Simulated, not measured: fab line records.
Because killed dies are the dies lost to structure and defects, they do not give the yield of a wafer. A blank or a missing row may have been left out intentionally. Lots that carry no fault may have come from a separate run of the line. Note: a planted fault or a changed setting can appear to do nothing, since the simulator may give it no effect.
fab line records ; flow sky130
[record] lots = 11; wafers = 33; last-day = 50
route steps=708 shown SD_P@329 VIA1@474 METAL2@483
lots that met no fault: taken from a fault-free run of the same line
start-h: hours from the record's first day to the start of the lot's first wafer shown ; wait-h: hours elapsed since this lot's preceding step ; " unchanged from the row above ; L1.1+2: a single row standing in for several wafers ; - either no value or no given start ; * or withheld: withheld ; < > ~ a bound
route shown NAME@n: a module of which the file shows steps, and the number in the route of the first ; usual: mean and standard deviation over wafers with no fault ; same: alike in all rows ; chamber/n: place in a boat ; sites: per-site readings ; _std_site: standard deviation across them ; _edge_site: outer sites' mean less inner sites' ; radius-mm: for every site, how far away it sits from the centre of the wafer ; mask NAME#n: copy n ; behind: the last tool/chamber to shape the wafer ; hold: cause of the lot's hold/its duration in hours/its outcome ; device: whichever transistor did not switch (one of n, p or np) ; end of line: the route-end tests of the same wafers ; a step with no rows: only its recipe ; killed: dies lost to structure and defects at the first sort, not the wafer's yield ; map: a wafer's dies, x killed, . not, _ none there
set.NAME: the setting as run; set.NAME@STEP: as run at that earlier step ; model.NAME: the simulator's own value behind a step, which no gauge read
the route's steps for a sample of lots (tables are steps, rows are wafers)
services: a tool's chamber out of use, with start hour (start-h, from the record's first day; less than 0 if before it), hours out, and reason
[[steps]]
[step SKY_SD_P_IMPLANT_09]
[recipe] species = BF2; energy-kev = 20; dose-cm2 = 3e+15; tilt-deg = 0
lot.wafer;tool;chamber;start-h;wait-h
L906.1+3+4;implanter-04;0;614.63;0.0
L910.1+2+3;implanter-03;0;666.21;0.0
L915.2+4+5;implanter-04;0;677.88;0.0
L916.1+2+3;implanter-03;0;680.66;0.0
L918.2+4+6;implanter-02;0;694.30;0.0
L919.2+3+5;implanter-03;0;707.45;0.0
L920.2+3+4;implanter-02;0;710.43;0.0
L921.1+2+5;implanter-03;0;724.36;0.0
L922.1+4+5;implanter-03;0;729.83;0.0
L923.1+2+5;implanter-02;0;734.38;0.0
L928.2+4+6;implanter-04;0;775.80;0.0
[step SKY_SD_P_STRIP_10]
[recipe] chemistry = O2/N2; power-w = 1400; pressure-mtorr = 1500; platen-temp-c = withheld; o2-flow-sccm = 3000; n2-flow-sccm = 300; overash-fraction = 0.5
[usual] drypump-motor-current-A = 5.9/0.3; oes-product-au = 0.618/0.0047; strip-time-to-endpoint-s = 17.49/0.042
lot.wafer;tool;chamber;start-h;wait-h;drypump-motor-current-A;oes-product-au;rf-hours-counter-h;strip-time-to-endpoint-s
L906.1;plasma-asher-04;0;614.78;0.1;5.6;0.619;19;17.45
L906.3;plasma-asher-04;1;614.78;0.1;6.2;0.621;-;17.48
L906.4;plasma-asher-04;0;614.78;0.1;5.6;0.614;-;17.49
L910.1;plasma-asher-04;1;666.36;0.1;6.2;0.627;24;17.49
L910.2;plasma-asher-04;0;666.36;0.1;5.6;0.615;24;17.50
L910.3;plasma-asher-04;1;666.36;0.1;6.2;0.622;-;17.51
L915.2;plasma-asher-03;1;678.01;0.1;5.4;0.616;84;17.49
L915.4;plasma-asher-03;1;678.01;0.1;5.4;0.617;-;17.49
L915.5;plasma-asher-03;0;678.01;0.1;5.7;0.609;-;17.51
L916.1;plasma-asher-01;1;680.81;0.1;6.3;0.614;54;17.45
L916.2;plasma-asher-01;0;680.81;0.1;6.0;0.615;54;17.49
L916.3;plasma-asher-01;0;680.81;0.1;6.0;0.629;-;17.42
L918.2;plasma-asher-03;0;694.42;0.1;5.7;0.620;85;17.53
L918.4;plasma-asher-03;1;694.42;0.1;5.4;0.613;-;17.59
L918.6;plasma-asher-03;0;694.42;0.1;5.7;0.612;-;17.53
L919.2;plasma-asher-04;0;707.57;0.1;5.6;0.623;28;17.07
L919.3;plasma-asher-04;1;707.57;0.1;6.1;0.628;-;17.09
L919.5;plasma-asher-04;1;707.57;0.1;6.2;0.632;-;17.04
L920.2;plasma-asher-01;1;710.56;0.1;6.3;0.618;57;17.46
L920.3;plasma-asher-01;0;710.56;0.1;6.0;0.614;-;17.49
L920.4;plasma-asher-01;1;710.56;0.1;6.3;0.616;-;17.48
L921.1;plasma-asher-04;0;724.51;0.1;5.6;0.629;30;17.05
L921.2;plasma-asher-04;1;724.51;0.1;6.2;0.630;30;17.05
L921.5;plasma-asher-04;1;724.51;0.1;6.2;0.621;-;17.10
L922.1;plasma-asher-03;1;729.98;0.1;5.4;0.618;89;17.11
L922.4;plasma-asher-03;1;729.98;0.1;5.4;0.637;-;17.16
L922.5;plasma-asher-03;0;729.98;0.1;5.6;0.619;-;17.15
L923.1;plasma-asher-03;0;734.53;0.1;5.7;0.615;89;17.47
L923.2;plasma-asher-03;1;734.53;0.1;5.4;0.621;89;17.48
L923.5;plasma-asher-03;0;734.53;0.1;5.7;0.624;-;17.48
L928.2;plasma-asher-01;1;775.93;0.1;6.3;0.613;64;17.43
L928.4;plasma-asher-01;1;775.93;0.1;6.3;0.624;-;17.49
L928.6;plasma-asher-01;1;775.93;0.1;6.3;0.625;-;17.48
[step SKY_SD_P_TW_MEAS_11]
[usual] SD_P_TW = 2829/30
lot.wafer;tool;chamber;start-h;wait-h;SD_P_TW
L906.1;film-metro-03;-;614.88;0.1;2840
L906.3;film-metro-03;-;614.88;0.1;2836
L906.4;film-metro-03;-;614.88;0.1;2856
L910.1;film-metro-02;-;666.46;0.1;2828
L910.2;film-metro-02;-;666.46;0.1;2813
L910.3;film-metro-02;-;666.46;0.1;2814
L915.2;film-metro-02;-;678.12;0.1;2790
L915.4;film-metro-02;-;678.12;0.1;2789
L915.5;film-metro-02;-;678.12;0.1;2786
L916.1;film-metro-04;-;680.91;0.1;2877
L916.2;film-metro-04;-;680.91;0.1;2864
L916.3;film-metro-04;-;680.91;0.1;2865
L918.2;film-metro-02;-;694.53;0.1;2789
L918.4;film-metro-02;-;694.53;0.1;2796
L918.6;film-metro-02;-;694.53;0.1;2800
L919.2;film-metro-02;-;707.68;0.1;2685
L919.3;film-metro-02;-;707.68;0.1;2690
L919.5;film-metro-02;-;707.68;0.1;2684
L920.2;film-metro-02;-;710.67;0.1;2794
L920.3;film-metro-02;-;710.67;0.1;2787
L920.4;film-metro-02;-;710.67;0.1;2783
L921.1;film-metro-03;-;724.61;0.1;2735
L921.2;film-metro-03;-;724.61;0.1;2736
L921.5;film-metro-03;-;724.61;0.1;2738
L922.1;film-metro-02;-;730.08;0.1;2712
L922.4;film-metro-02;-;730.08;0.1;2702
L922.5;film-metro-02;-;730.08;0.1;2705
L923.1;film-metro-04;-;734.63;0.1;2852
L923.2;film-metro-04;-;734.63;0.1;2855
L923.5;film-metro-04;-;734.63;0.1;2858
L928.2;film-metro-03;-;776.04;0.1;2858
L928.4;film-metro-03;-;776.04;0.1;2856
L928.6;film-metro-03;-;776.04;0.1;2845
[step SKY_SD_N_RS_MEAS_17]
[recipe] thk-meas-gauge = four-point-probe
[usual] SD_P_RS = 147.1/0.37
lot.wafer;tool;chamber;start-h;wait-h;SD_P_RS[ohm/sq]
L906.1;film-metro-02;-;673.78;0.1;147.0
L906.3;film-metro-02;-;673.78;0.1;146.5
L906.4;film-metro-02;-;673.78;0.1;146.8
L910.1;film-metro-04;-;724.32;0.1;146.7
L910.2;film-metro-04;-;724.32;0.1;147.3
L910.3;film-metro-04;-;724.32;0.1;147.6
L915.2;film-metro-03;-;735.50;0.1;147.4
L915.4;film-metro-03;-;735.50;0.1;147.4
L915.5;film-metro-03;-;735.50;0.1;147.0
L916.1;film-metro-03;-;738.18;0.1;146.8
L916.2;film-metro-03;-;738.18;0.1;147.4
L916.3;film-metro-03;-;738.18;0.1;146.7
L918.2;film-metro-02;-;750.54;0.1;147.2
L918.4;film-metro-02;-;750.54;0.1;147.1
L918.6;film-metro-02;-;750.54;0.1;146.7
L919.2;film-metro-03;-;763.64;0.1;150.5
L919.3;film-metro-03;-;763.64;0.1;150.9
L919.5;film-metro-03;-;763.64;0.1;150.8
L920.2;film-metro-04;-;765.40;0.1;146.7
L920.3;film-metro-04;-;765.40;0.1;146.7
L920.4;film-metro-04;-;765.40;0.1;147.2
L921.1;film-metro-03;-;779.62;0.1;150.7
L921.2;film-metro-03;-;779.62;0.1;150.0
L921.5;film-metro-03;-;779.62;0.1;149.9
L922.1;film-metro-02;-;784.92;0.1;149.6
L922.4;film-metro-02;-;784.92;0.1;150.4
L922.5;film-metro-02;-;784.92;0.1;149.6
L923.1;film-metro-02;-;788.72;0.1;146.8
L923.2;film-metro-02;-;788.72;0.1;146.9
L923.5;film-metro-02;-;788.72;0.1;146.8
L928.2;film-metro-02;-;829.54;0.1;147.0
L928.4;film-metro-02;-;829.54;0.1;147.6
L928.6;film-metro-02;-;829.54;0.1;147.1
[step SKY_VIA1_STRIP_16]
[recipe] chemistry = O2/N2; power-w = 1400; pressure-mtorr = 1500; platen-temp-c = withheld; o2-flow-sccm = 3000; n2-flow-sccm = 300; overash-fraction = 0.5
[usual] drypump-motor-current-A = 5.87/0.28; oes-product-au = 0.414/0.005; strip-time-to-endpoint-s = 4.45/0.03
lot.wafer;tool;chamber;start-h;wait-h;drypump-motor-current-A;oes-product-au;rf-hours-counter-h;strip-time-to-endpoint-s
L906.1;plasma-asher-04;1;818.45;0.0;6.20;0.422;40;4.46
L906.3;plasma-asher-04;0;818.45;0.0;5.58;0.419;-;4.44
L906.4;plasma-asher-04;1;818.45;0.0;6.20;0.420;-;4.45
L910.1;plasma-asher-04;1;865.41;0.0;6.21;0.421;44;4.49
L910.2;plasma-asher-04;0;865.41;0.0;5.57;0.412;44;4.46
L910.3;plasma-asher-04;1;865.41;0.0;6.17;0.419;-;4.46
L915.2;plasma-asher-04;0;874.31;0.0;5.56;0.413;45;4.43
L915.4;plasma-asher-04;0;874.31;0.0;5.57;0.415;-;4.45
L915.5;plasma-asher-04;1;874.31;0.0;6.19;0.412;-;4.40
L916.1;plasma-asher-04;1;878.06;0.0;6.19;0.422;46;4.48
L916.2;plasma-asher-04;0;878.06;0.0;5.58;0.407;46;4.46
L916.3;plasma-asher-04;1;878.06;0.0;6.24;0.410;-;4.46
L918.2;plasma-asher-02;0;889.21;0.0;5.63;0.412;14;4.45
L918.4;plasma-asher-02;1;889.21;0.0;5.78;0.420;-;4.47
L918.6;plasma-asher-02;1;889.21;0.0;5.74;0.404;-;4.45
L919.2;plasma-asher-01;1;901.91;0.0;6.30;0.408;77;4.45
L919.3;plasma-asher-01;0;901.91;0.0;5.99;0.407;-;4.42
L919.5;plasma-asher-01;1;901.91;0.0;6.30;0.412;-;4.42
L920.2;plasma-asher-04;0;903.71;0.0;5.60;0.412;48;4.44
L920.3;plasma-asher-04;0;903.71;0.0;5.60;0.417;-;4.49
L920.4;plasma-asher-04;1;903.71;0.0;6.17;0.415;-;4.44
L921.1;plasma-asher-02;0;917.75;0.0;5.62;0.413;17;4.41
L921.2;plasma-asher-02;1;917.75;0.0;5.79;0.421;17;4.50
L921.5;plasma-asher-02;0;917.75;0.0;5.63;0.416;-;4.48
L922.1;plasma-asher-04;1;922.40;0.0;6.15;0.409;49;4.45
L922.4;plasma-asher-04;1;922.40;0.0;6.17;0.409;-;4.46
L922.5;plasma-asher-04;1;922.40;0.0;6.20;0.418;-;4.44
L923.1;plasma-asher-04;0;925.56;0.0;5.57;0.417;50;4.49
L923.2;plasma-asher-04;1;925.56;0.0;6.19;0.406;50;4.45
L923.5;plasma-asher-04;0;925.56;0.0;5.58;0.412;-;4.49
L928.2;plasma-asher-02;0;962.81;0.0;5.62;0.417;21;4.50
L928.4;plasma-asher-02;0;962.81;0.0;5.62;0.411;-;4.43
L928.6;plasma-asher-02;0;962.81;0.0;5.62;0.413;-;4.49
[step SKY_METAL2_SPUTTER_00]
[recipe] material = Ti; target-thk-nm = 15; power-w = 3000; time-s = 10; chamber-pressure-pa = 0.4
[usual] throttle-valve-pct = 30.2/1
lot.wafer;tool;chamber;start-h;wait-h;throttle-valve-pct
L906.1;pvd-sputter-02;-;819.68;0.2;29.8
L906.3;pvd-sputter-02;-;819.68;0.2;29.4
L906.4;pvd-sputter-02;-;819.68;0.2;31.3
L910.1;pvd-sputter-01;-;866.68;0.2;31.6
L910.2;pvd-sputter-01;-;866.68;0.2;29.9
L910.3;pvd-sputter-01;-;866.68;0.2;29.0
L915.2;pvd-sputter-02;-;875.54;0.1;28.6
L915.4;pvd-sputter-02;-;875.54;0.1;29.8
L915.5;pvd-sputter-02;-;875.54;0.1;31.5
L916.1;pvd-sputter-04;-;879.38;0.2;30.0
L916.2;pvd-sputter-04;-;879.38;0.2;30.9
L916.3;pvd-sputter-04;-;879.38;0.2;31.5
L918.2;pvd-sputter-04;-;890.54;0.1;31.4
L918.4;pvd-sputter-04;-;890.54;0.1;30.9
L918.6;pvd-sputter-04;-;890.54;0.1;31.2
L919.2;pvd-sputter-01;-;903.14;0.2;29.3
L919.3;pvd-sputter-01;-;903.14;0.2;31.4
L919.5;pvd-sputter-01;-;903.14;0.2;29.3
L920.2;pvd-sputter-01;-;904.93;0.1;29.7
L920.3;pvd-sputter-01;-;904.93;0.1;31.4
L920.4;pvd-sputter-01;-;904.93;0.1;29.3
L921.1;pvd-sputter-04;-;919.20;0.1;29.9
L921.2;pvd-sputter-04;-;919.20;0.1;31.5
L921.5;pvd-sputter-04;-;919.20;0.1;31.1
L922.1;pvd-sputter-04;-;923.67;0.2;30.2
L922.4;pvd-sputter-04;-;923.67;0.2;31.5
L922.5;pvd-sputter-04;-;923.67;0.2;28.7
L923.1;pvd-sputter-01;-;926.79;0.2;29.2
L923.2;pvd-sputter-01;-;926.79;0.2;29.7
L923.5;pvd-sputter-01;-;926.79;0.2;29.4
L928.2;pvd-sputter-01;-;964.16;0.1;31.4
L928.4;pvd-sputter-01;-;964.16;0.1;31.3
L928.6;pvd-sputter-01;-;964.16;0.1;31.3
[step SKY_METAL2_CD_MEAS_15]
[recipe] target-cd-nm = 140
[usual] cd-nm = 140.0/1.7
lot.wafer;tool;chamber;start-h;wait-h;cd-nm
L906.1;cd-sem-02;-;846.40;-;139.9
L906.3;cd-sem-02;-;846.40;-;139.9
L906.4;cd-sem-02;-;846.40;-;140.0
L910.1;cd-sem-01;-;892.30;-;137.2
L910.2;cd-sem-01;-;892.30;-;138.7
L910.3;cd-sem-01;-;892.30;-;136.5
L915.2;cd-sem-01;-;901.44;-;142.8
L915.4;cd-sem-01;-;901.44;-;143.4
L915.5;cd-sem-01;-;901.44;-;142.8
L916.1;cd-sem-01;-;905.42;-;138.3
L916.2;cd-sem-01;-;905.42;-;137.0
L916.3;cd-sem-01;-;905.42;-;136.6
L918.2;cd-sem-01;-;915.99;-;140.7
L918.4;cd-sem-01;-;915.99;-;140.7
L918.6;cd-sem-01;-;915.99;-;138.9
L919.2;cd-sem-02;-;928.08;-;140.7
L919.3;cd-sem-02;-;928.08;-;139.7
L919.5;cd-sem-02;-;928.08;-;139.8
L920.2;cd-sem-02;-;929.79;-;141.5
L920.3;cd-sem-02;-;929.79;-;141.5
L920.4;cd-sem-02;-;929.79;-;142.2
L921.1;cd-sem-02;-;943.67;-;141.7
L921.2;cd-sem-02;-;943.67;-;140.8
L921.5;cd-sem-02;-;943.67;-;142.3
L922.1;cd-sem-02;-;947.47;-;137.9
L922.4;cd-sem-02;-;947.47;-;139.1
L922.5;cd-sem-02;-;947.47;-;139.9
L923.1;cd-sem-01;-;951.27;-;139.3
L923.2;cd-sem-01;-;951.27;-;139.4
L923.5;cd-sem-01;-;951.27;-;139.6
L928.2;cd-sem-02;-;988.48;-;140.5
L928.4;cd-sem-02;-;988.48;-;142.6
L928.6;cd-sem-02;-;988.48;-;142.0
[[services]]
tool;chamber;start-h;hours;kind
pvd-sputter-04;-;598.90;2.6;repair
plasma-asher-02;-;614.75;4.3;pm
implanter-03;-;626.17;2.4;repair
implanter-04;-;629.79;3.8;pm
pvd-sputter-04;-;631.26;8.8;repair
implanter-04;-;646.13;2.7;repair
pvd-sputter-04;-;647.03;4.0;repair
implanter-02;-;647.66;1.4;repair
plasma-asher-03;-;649.23;1.9;repair
pvd-sputter-04;-;675.54;7.0;repair
plasma-asher-04;-;684.14;0.4;repair
plasma-asher-03;-;700.42;1.3;repair
plasma-asher-03;-;704.45;2.7;repair
plasma-asher-02;-;725.05;4.6;repair
plasma-asher-02;-;733.75;9.0;pm
pvd-sputter-01;-;739.91;3.9;repair
plasma-asher-04;-;756.55;2.8;pm
plasma-asher-03;-;757.17;7.1;repair
implanter-02;-;773.74;3.5;pm
plasma-asher-02;-;796.97;2.8;pm
pvd-sputter-01;-;813.67;4.6;repair
implanter-03;-;852.66;4.8;pm
plasma-asher-01;-;890.46;2.5;repair
plasma-asher-04;-;910.43;3.7;repair
[[key]]
[first-sign] step = SKY_SD_P_STRIP_10; reading = strip-time-to-endpoint-s; direction = down; sigmas = 9.4; usual = *; struck = *
[effect] step = SKY_SD_P_TW_MEAS_11; reading = SD_P_TW; direction = down; sigmas = 4; usual = 2829; struck = 2710
[effect] step = SKY_SD_N_RS_MEAS_17; reading = SD_P_RS; direction = up; sigmas = 8.5; usual = 147.1; struck = 150.2
met-at SKY_SD_P_IMPLANT_09
struck-lots L919,L921,L922
tester-left-out L919,L921,L922
not-acting-at SKY_VIA1_STRIP_16,SKY_METAL2_SPUTTER_00,SKY_METAL2_CD_MEAS_15
onset-between 680.66 707.45
[fault] kind = process-parameter-drift; tool = implanter-03; chamber = -; onset-h = 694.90; steps = SKY_SD_P_IMPLANT_09; channel = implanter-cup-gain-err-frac; offset = 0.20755; shape = step; end-h = 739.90
// tester-left-out: of these lots the tester's yield and bins aren't shown, on N5 and GAA mostly nor the transistor test; their killed dies are dies lost to structure and defects alone, not to doping, threshold or leakage, so they don't give the yield
